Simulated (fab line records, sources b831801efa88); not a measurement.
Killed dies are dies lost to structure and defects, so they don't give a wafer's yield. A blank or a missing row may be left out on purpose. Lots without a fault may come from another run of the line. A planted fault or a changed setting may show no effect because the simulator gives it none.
fab line records | flow sky130
record lots=5 wafers=14 last_day=51
route steps=708 shown VIA1@460 PAD_OPEN@708
lots that met no fault: from a run of the same line without faults
start_h: hours from the record's first day to the start of the lot's first wafer shown | wait_h: hours since the lot's step before | " the same as in the row above | L1.1+2: a row that stands for several wafers | - no value, or no start given | * or withheld: withheld | < > ~ a bound
route shown NAME@n: a module of which the file shows steps, and the number in the route of the first | usual: mean/standard deviation of fault-free wafers | same: alike in all rows | chamber/n: place in a boat | sites: the reading at each site | _std_site: their standard deviation | _edge_site: outer sites' mean less inner sites' | radius_mm: how far each site lies from the wafer's centre | mask NAME#n: copy n | behind: the tool/chamber that last shaped the wafer | hold: why the lot was held/for how many hours/how that ended | device: the transistor (n, p or np) that didn't switch | end of line: the same wafers' tests at the end of the route | a step without rows: its recipe alone | killed: dies lost to structure and defects at the first sort, not the wafer's yield | map: a wafer's dies, x killed, . not, _ none there
set.NAME: the setting as run; set.NAME@STEP: as run at that earlier step | model.NAME: the simulator's own value behind a step, which no gauge read
lots at some steps of the route; a table a step, a row a wafer
services: from which hour (start_h, from the record's first day; less than 0 if before it) a tool's chamber was out of use, for how many hours, and why
## steps
# step SKY_VIA1_CMP_02
# recipe material=SiO2 down_force_psi=4 platen_rpm=60 pad_velocity_m_s=0.94248
# usual motor_current_A=12.1/1.2 retaining_ring_pressure_frac=1.001/0.0047
# columns lot.wafer tool chamber start_h wait_h motor_current_A retaining_ring_pressure_frac
L698.1 cmp-02 1 844.43 0.1 13.4 1.004
L698.6 " 3 " " 14.1 1.002
L698.5 " 0 " " 12.0 0.993
L701.2 cmp-02 0 874.72 0.1 11.2 1.011
L701.3 " 1 " " 13.7 0.999
L701.1 " 2 " " 11.7 1.001
L704.3 cmp-02 1 898.40 0.1 14.8 1.005
L704.6 " 3 " " 13.6 1.007
L713.2 cmp-01 1 953.09 0.0 12.3 1.000
L713.1 " 2 " " 11.6 0.999
L713.3 " 3 " " 10.9 1.001
L714.4 cmp-01 2 955.56 0.1 11.4 0.995
L714.3 " 0 " " 10.8 0.999
L714.6 " 1 " " 11.4 0.996
# step SKY_VIA1_BOW_MEAS_03
# recipe mode=bow
# usual VIA1_BOW=80/7.2
# columns lot.wafer tool chamber start_h wait_h VIA1_BOW[um]
L698.1 film_metro-01 - 844.63 0.1 73
L698.5 " - " " 83
L698.6 " - " " 74
L701.1 film_metro-02 - 874.97 0.1 83
L701.2 " - " " 85
L701.3 " - " " 82
L704.3 film_metro-02 - 898.64 0.2 76
L704.6 " - " " 82
L713.1 film_metro-01 - 953.39 0.2 71
L713.2 " - " " 79
L713.3 " - " " 82
L714.3 film_metro-02 - 955.85 0.1 77
L714.4 " - " " 104
L714.6 " - " " 69
# step SKY_VIA1_DEHYDRATE_04
# recipe temp_c=200 time_s=60
# step SKY_VIA1_HMDS_05
# recipe prime_time_s=60 prime_temp_c=120
# step SKY_VIA1_COAT_06
# recipe resist=BARC temp_c=withheld time_s=withheld spin_rpm=3000 resist_thk_nm=60
# step SKY_VIA1_COAT_07
# recipe resist=KrF-thick spin_rpm=3000 resist_thk_nm=450
# step SKY_VIA1_SOFTBAKE_08
# recipe temp_c=100 time_s=90 resist=KrF-thick
# step SKY_VIA1_EXPOSE_09
# recipe mask_id=VIM na=0.8 source_shape=annular sigma_inner=0.55 sigma_outer=0.85 target_cd_nm=150 dose_mj=38
# step SKY_VIA1_PEB_10
# recipe peb_temp_c=withheld peb_time_s=withheld resist=KrF-thick
# step SKY_VIA1_DEVELOP_11
# recipe develop_time_s=60 resist=KrF-thick dev_temp_c=21
# step SKY_VIA1_CD_MEAS_12
# recipe target_cd_nm=150
# usual cd_nm=150.4/1.6
# columns lot.wafer tool chamber start_h wait_h cd_nm
L698.1 cd_sem-02 - 871.63 - 149.5
L698.5 " - " " 150.1
L698.6 " - " " 150.5
L701.1 cd_sem-01 - 901.46 - 149.9
L701.2 " - " " 150.3
L701.3 " - " " 149.8
L704.3 cd_sem-01 - 924.10 - 151.4
L704.6 " - " " 149.2
L713.1 cd_sem-01 - 978.05 - 151.9
L713.2 " - " " 153.0
L713.3 " - " " 153.0
L714.3 cd_sem-01 - 980.14 - 149.9
L714.4 " - " " 150.5
L714.6 " - " " 151.1
# step SKY_VIA1_OVL_MEAS_13
# usual VIA1_OVL=-1/4.7
# columns lot.wafer tool chamber start_h wait_h VIA1_OVL[nm]
L698.1 overlay-02 - 871.75 0.1 -4
L698.5 " - " " 1
L698.6 " - " " -3
L701.1 overlay-02 - 901.58 0.1 5
L701.2 " - " " 2
L701.3 " - " " -3
L704.3 overlay-02 - 924.20 0.1 3
L704.6 " - " " -3
L713.1 overlay-02 - 978.17 0.1 1
L713.2 " - " " -2
L713.3 " - " " -2
L714.3 overlay-01 - 980.23 0.1 -12
L714.4 " - " " -2
L714.6 " - " " 1
# step SKY_VIA1_ETCH_14
# recipe chemistry=N2/H2 target=BARC ion_energy_ev=200 source_w=500 bias_w=100 pressure_mtorr=30 n2_flow_sccm=100 h2_flow_sccm=200 stop_on=SiO2 time_s=45.9 target_depth_a=600
# usual drypump_motor_current_A=5.8/0.57 oes_product_au=0.856/0.005 rf_fwd_power_W=494.7/2 throttle_valve_pct=13.225/0.0096
# columns lot.wafer tool chamber start_h wait_h drypump_motor_current_A oes_product_au rf_fwd_power_W rf_hours_counter_h throttle_valve_pct model.KrF-thick_of_VIA1_COAT_07.thk_nm
L698.1 rie_diel-04 1 871.79 0.0 6.5 0.859 493.5 5 13.237 393.4
L698.5 " 0 " " 6.7 0.866 494.6 - 13.231 391.9
L698.6 " 1 " " 6.5 0.856 492.8 - 13.214 393.4
L701.1 rie_diel-02 0 901.62 0.0 5.3 0.868 495.0 12 13.246 394.8
L701.2 " 1 " " 5.7 0.869 497.2 4 13.218 396.5
L701.3 " 2 " " 6.4 0.862 495.6 10 13.212 394.6
L704.3 rie_diel-04 3 924.22 0.0 5.0 0.856 494.5 3 13.225 403.1
L704.6 " 0 " " 6.7 0.848 497.3 - 13.250 394.3
L713.1 rie_diel-02 3 978.21 0.0 5.3 0.853 491.5 14 13.237 392.6
L713.2 " 0 " " 5.3 0.852 495.1 15 13.231 391.8
L713.3 " 1 " " 5.7 0.859 495.4 6 13.214 391.8
L714.3 rie_diel-03 0 980.26 0.0 6.0 0.861 493.9 19 13.239 391.9
L714.4 " 1 " " 5.5 0.855 489.9 15 13.215 391.8
L714.6 " 2 " " 5.6 0.859 497.0 - 13.222 391.8
# step SKY_VIA1_ETCH_15
# recipe target=SiO2 chemistry=C4F8/O2/Ar target_depth_nm=351 stop_on=TiN mask_material=KrF-thick source_w=1500 bias_w=1200 pressure_mtorr=40 c4f8_flow_sccm=withheld O2_flow_sccm=6 Ar_flow_sccm=300 time_s=54
# usual oes_product_au=0.982/0.0058 rf_fwd_power_W=1487/5.8
# columns lot.wafer tool chamber start_h wait_h oes_product_au rf_fwd_power_W rf_hours_counter_h model.KrF-thick_of_VIA1_COAT_07.thk_nm
L698.1 rie_diel-04 1 871.83 0.0 0.985 1488 6 324.2
L698.5 " 0 " " 0.982 1486 - 319.8
L698.6 " 1 " " 0.975 1489 - 324.8
L701.1 rie_diel-02 0 901.66 0.0 0.987 1489 12 324.5
L701.2 " 1 " " 0.979 1489 4 326.6
L701.3 " 2 " " 0.976 1490 10 324.2
L704.3 rie_diel-04 3 924.26 0.0 0.979 1490 3 333.4
L704.6 " 0 " " 0.990 1490 - 322.4
L713.1 rie_diel-02 3 978.25 0.0 0.985 1479 14 321.6
L713.2 " 0 " " 0.981 1489 15 321.1
L713.3 " 1 " " 0.990 1477 6 319.9
L714.3 rie_diel-03 0 980.30 0.0 0.982 1498 19 321.2
L714.4 " 1 " " 0.979 1487 15 321
L714.6 " 2 " " 0.984 1498 - 320.6
# step SKY_VIA1_STRIP_16
# recipe chemistry=O2/N2 power_w=1400 pressure_mtorr=1500 platen_temp_c=withheld o2_flow_sccm=3000 n2_flow_sccm=300 overash_fraction=0.5
# usual drypump_motor_current_A=5.7/0.57 oes_product_au=0.416/0.0045 strip_time_to_endpoint_s=4.459/0.026
# columns lot.wafer tool chamber start_h wait_h drypump_motor_current_A oes_product_au rf_hours_counter_h strip_time_to_endpoint_s
L698.1 plasma_asher-02 1 871.88 0.0 4.7 0.411 5 4.468
L698.5 " 0 " " 6.2 0.416 - 4.436
L698.6 " 1 " " 4.7 0.419 - 4.487
L701.1 plasma_asher-03 0 901.71 0.0 5.6 0.421 77 4.489
L701.2 " 1 " " 6.3 0.419 77 4.492
L701.3 " 0 " " 5.6 0.418 - 4.492
L704.3 plasma_asher-02 1 924.34 0.1 4.7 0.422 - 4.582
L704.6 " 0 " " 6.2 0.412 - 4.437
L713.1 plasma_asher-02 1 978.30 0.0 4.7 0.417 14 4.464
L713.2 " 0 " " 6.2 0.416 14 4.440
L713.3 " 0 " " 6.2 0.413 - 4.422
L714.3 plasma_asher-02 0 980.38 0.1 6.2 0.414 - 4.452
L714.4 " 1 " " 4.8 0.415 - 4.441
L714.6 " 0 " " 6.2 0.419 - 4.425
# step SKY_VIA1_STRIP_17
# recipe chemistry=post_etch_residue_remover time_s=1200 temp_c=72.5
# step SKY_PAD_OPEN_PROBE_99
# usual defect_limited_yield=82.6/1.7 killed_at_M0_to_M3=43/7 killed_at_M4_up=3.1/1.5 killed_at_contacts=23/4.9 killed_at_front_end=16/3.9 killed_at_other=0.3/0.52 killed_dies=86/8.2 killed_open=47/6.1 killed_short=38/5.8 sort_bin_3_pad_short=0.8/0.41 sort_bin_5_function=10.2/1.3 sort_bin_6_memory=6.4/1.1 sort_n_pass=406/8.2 sort_yield_pct=82.6/1.7
# same gross_dies=492 killed_at_back_side=0 sort_bin_4_leakage[%]=0 sort_bin_8_speed[%]=0
# columns lot.wafer tool chamber start_h wait_h defect_limited_yield[%] killed_at_M0_to_M3 killed_at_M4_up killed_at_contacts killed_at_front_end killed_at_other killed_dies killed_open killed_short sort_bin_3_pad_short[%] sort_bin_5_function[%] sort_bin_6_memory[%] sort_n_pass sort_yield_pct[%]
L701.3 prober-01 - 1167.07 0.2 82.3 52 3 20 11 1 87 38 49 0.6 10.4 6.7 405 82.3
L704.3 prober-01 - 1185.82 0.2 81.5 49 1 24 16 1 91 52 39 1.0 12.0 5.5 401 81.5
L704.6 prober-01 - 1185.97 0.2 82.7 53 3 20 9 0 85 47 38 0.4 11.0 5.9 407 82.7
# killed by level:class
L701.3 VIA1:geometric_particle:open=13 METAL3:geometric_particle:short=8 VIA3:geometric_particle:open=7 METAL2:geometric_particle:short=6 CONTACT:geometric_particle:short=5 VIA2:geometric_particle:short=5 VIA2:geometric_particle:open=5 POLY_GATE:geometric_particle:short=4
L704.3 CONTACT:geometric_particle:open=12 VIA3:geometric_particle:open=10 VIA2:geometric_particle:open=8 VIA1:geometric_particle:open=7 CONTACT:geometric_particle:short=6 METAL1:geometric_particle:short=6 VIA1:geometric_particle:short=6 FIELD_ISO:geometric_particle:short=4
L704.6 VIA3:geometric_particle:open=11 VIA1:geometric_particle:open=10 LI_CONTACT:geometric_particle:open=8 METAL1:geometric_particle:short=8 CONTACT:geometric_particle:open=6 METAL3:geometric_particle:short=6 FIELD_ISO:geometric_particle:short=5 VIA2:geometric_particle:open=5
## services
# columns tool chamber start_h hours kind
plasma_asher-02 - 845.56 7.7 repair
rie_diel-03 2 862.19 1.9 repair
rie_diel-04 - 867.07 2.8 pm
cmp-01 - 867.94 12.5 repair
rie_diel-02 1 871.97 12.6 repair
plasma_asher-02 - 874.53 15.6 pm
cmp-02 - 876.07 0.5 repair
rie_diel-04 1 890.49 6.2 repair
rie_diel-04 2 891.64 1.2 repair
cmp-02 - 907.53 3.5 repair
cmp-01 - 915.85 4.0 pm
plasma_asher-02 - 917.56 2.8 pm
cmp-01 - 919.85 - consumable_replace:conditioner
cmp-01 - 919.85 - consumable_replace:pad
rie_diel-03 2 925.45 - clean
rie_diel-03 2 925.45 23.6 scheduled_down
rie_diel-03 2 925.45 23.6 vent_cycle
cmp-01 - 941.23 4.9 pm
cmp-02 - 950.58 5.5 pm
cmp-01 - 963.10 5.9 pm
rie_diel-02 - 964.50 2.2 repair
plasma_asher-03 - 967.43 0.3 repair
rie_diel-02 2 973.79 5.5 repair
cmp-01 - 975.45 0.4 repair
## key
first_sign step=SKY_VIA1_STRIP_16 reading=strip_time_to_endpoint_s direction=up sigmas=4.8 usual=* struck=*
effect none on later readings
model_effect step=SKY_VIA1_ETCH_14 value=KrF-thick_of_VIA1_COAT_07.thk_nm without=394.4 struck=403.1
model_effect step=SKY_VIA1_ETCH_15 value=KrF-thick_of_VIA1_COAT_07.thk_nm without=324.7 struck=333.4
met_at SKY_VIA1_ETCH_14
struck_wafers L704.3
onset_between 871.79 924.22
fault kind=process_parameter_drift tool=rie_diel-04 chamber=- onset_h=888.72 steps=SKY_VIA1_ETCH_14 channel=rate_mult offset=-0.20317 shape=step end_h=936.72 scope=struck_wafers_only
